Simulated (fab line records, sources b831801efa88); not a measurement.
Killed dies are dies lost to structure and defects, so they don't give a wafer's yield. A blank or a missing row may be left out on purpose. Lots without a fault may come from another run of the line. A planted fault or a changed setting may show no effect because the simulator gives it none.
Which tool did it? | flow sky130 | 7 lots, 21 wafers sampled, at 2 steps of a route of 708

WHAT THE GAUGES READ, wafer by wafer
SKY_LDD_LDN_TW_MEAS_13.
lot  | measured     | on            | LDD_LDN_TW
L437 | day 23 06:13 | film_metro-03 | 1472 1482 1475
L439 | day 24 15:35 | film_metro-01 | 1465 1460 1465
L441 | day 24 19:10 | film_metro-01 | 1469 1464 1471
L444 | day 25 17:25 | film_metro-01 | 1473 1475 1480
L448 | day 27 11:37 | film_metro-01 | 1468 1472 1468
L450 | day 27 21:06 | film_metro-01 | 1472 1468 1466
L458 | day 30 18:28 | film_metro-04 | 1462 30 1463

WHICH TOOL RAN EACH LOT (tool, then ch and the chambers of the sampled wafers, then the start)
lot  | SKY_LDD_LDN_DEVELOP_06
L437 | litho_track-01 ch 0, day 23 05:21
L439 | litho_track-02 ch 0, day 24 14:44
L441 | litho_track-02 ch 0, day 24 18:17
L444 | litho_track-01 ch 0, day 25 16:31
L448 | litho_track-02 ch 0, day 27 10:44
L450 | litho_track-04 ch 0, day 27 20:13
L458 | litho_track-02 ch 0, day 30 17:30
- SKY_LDD_LDN_DEVELOP_06: develop time 60 s.

THE ANSWER, worked out from the rows above alone
Rule: what is usual is taken from the lots themselves. Put in order of their means at a reading, lots are off if they are a third of the lots or fewer, leave a main group of 4 or more, and stand apart from it by a gap of 3 or more times the standard deviation of the main group's means; of several such gaps the widest counts. A main group whose means are all the same, to the digits that the tables above print for the reading, isn't used. A lot without any number at a reading at which 4 lots or more have one is off too. The other lots that the step has rows for count as sound.
Off: L458, at SKY_LDD_LDN_TW_MEAS_13 (LDD_LDN_TW). The main group: mean 1470, standard deviation 4.6.
A tool fits if, at a process step before that reading, it ran every lot that is off, and no sound lot after the first of them. The gauges at SKY_LDD_LDN_TW_MEAS_13 are tried like those tools. Can't be told from this: 2 tools fit, litho_track-02 at SKY_LDD_LDN_DEVELOP_06, film_metro-04 at SKY_LDD_LDN_TW_MEAS_13.

WHAT THE SIMULATOR HAD PUT IN
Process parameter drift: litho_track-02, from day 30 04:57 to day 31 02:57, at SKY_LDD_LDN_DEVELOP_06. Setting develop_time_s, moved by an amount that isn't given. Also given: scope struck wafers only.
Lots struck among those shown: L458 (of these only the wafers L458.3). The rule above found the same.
